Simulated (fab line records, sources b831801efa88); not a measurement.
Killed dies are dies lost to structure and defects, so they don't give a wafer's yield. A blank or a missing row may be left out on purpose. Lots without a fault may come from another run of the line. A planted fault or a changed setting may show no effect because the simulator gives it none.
Which tool did it? | flow sfq_line | 14 lots, 42 wafers sampled, at 2 steps of a route of 325

WHAT THE GAUGES READ, wafer by wafer
SFQ_JJ_OVL_MEAS_931.
lot  | measured     | on         | J5_OVL (nm)
L417 | day 58 19:46 | overlay-01 | -3 -3 -12
L418 | day 59 00:33 | overlay-01 | -4 0 -4
L420 | day 59 14:57 | overlay-01 | 6 6 7
L421 | day 60 02:58 | overlay-01 | 2 2 1
L422 | day 60 07:45 | overlay-01 | -5 -4 -3
L423 | day 62 07:52 | overlay-01 | -9 -3 3
L424 | day 62 09:04 | overlay-01 | 1 -2 2
L425 | day 62 19:41 | overlay-01 | -3 -3 -3
L426 | day 62 22:05 | overlay-01 | -3 -7 -10
L427 | day 63 05:07 | overlay-02 | -6 2 -1
L428 | day 64 02:38 | overlay-01 | -1 -3 -4
L433 | day 65 09:13 | overlay-02 | -1 2 6
L435 | day 66 14:16 | overlay-01 | 90 100 91
L436 | day 67 07:01 | overlay-02 | 106 103 97

WHICH TOOL RAN EACH LOT (tool, then ch and the chambers of the sampled wafers, then the start)
lot  | SFQ_TRILAYER_JJ_CE_LITHO_EXPOSE_115
L417 | krf_scanner-02 ch 0, day 58 18:51
L418 | krf_scanner-02 ch 0, day 58 23:03
L420 | krf_scanner-02 ch 0, day 59 13:27
L421 | krf_scanner-02 ch 0, day 60 01:51
L422 | krf_scanner-02 ch 0, day 60 06:15
L423 | krf_scanner-01 ch 0, day 62 06:22
L424 | krf_scanner-01 ch 0, day 62 07:34
L425 | krf_scanner-01 ch 0, day 62 18:34
L426 | krf_scanner-01 ch 0, day 62 21:10
L427 | krf_scanner-01 ch 0, day 63 03:59
L428 | krf_scanner-01 ch 0, day 64 01:31
L433 | krf_scanner-02 ch 0, day 65 08:06
L435 | krf_scanner-02 ch 0, day 66 13:20
L436 | krf_scanner-02 ch 0, day 67 05:31
- SFQ_TRILAYER_JJ_CE_LITHO_EXPOSE_115: exposes mask J5, target cd 700 nm.

WHAT THE TOOLS THEMSELVES READ (means of the sampled wafers that have a number; where no wafer has one, the mark that the record gives instead)
The record holds no such reading with a usual standard deviation.

THE ANSWER, worked out from the rows above alone
Rule: what is usual is taken from the lots themselves. Put in order of their means at a reading, lots are off if they are a third of the lots or fewer, leave a main group of 4 or more, and stand apart from it by a gap of 3 or more times the standard deviation of the main group's means; of several such gaps the widest counts. A main group whose means are all the same, to the digits that the tables above print for the reading, isn't used. A lot without any number at a reading at which 4 lots or more have one is off too. The other lots that the step has rows for count as sound. The gauges are gone through in route order, then the tools' own readings, and for those a lot's mean is taken as printed above. The first step at which some lot is off is used, and at that step the reading that is off furthest; a lot without a number counts as furthest.
Off: L435, L436, at SFQ_JJ_OVL_MEAS_931 (J5_OVL). The main group: mean -2 nm, standard deviation 3.5.
A tool fits if, at a process step before that reading, it ran every lot that is off, and no sound lot after the first of them. The gauges at SFQ_JJ_OVL_MEAS_931 are tried like those tools. One fits: krf_scanner-02 at SFQ_TRILAYER_JJ_CE_LITHO_EXPOSE_115. Its last sound lot is L433 (day 65 08:06), its first lot that is off L435 (day 66 13:20): a fault that began between those two fits.

WHAT THE SIMULATOR HAD PUT IN
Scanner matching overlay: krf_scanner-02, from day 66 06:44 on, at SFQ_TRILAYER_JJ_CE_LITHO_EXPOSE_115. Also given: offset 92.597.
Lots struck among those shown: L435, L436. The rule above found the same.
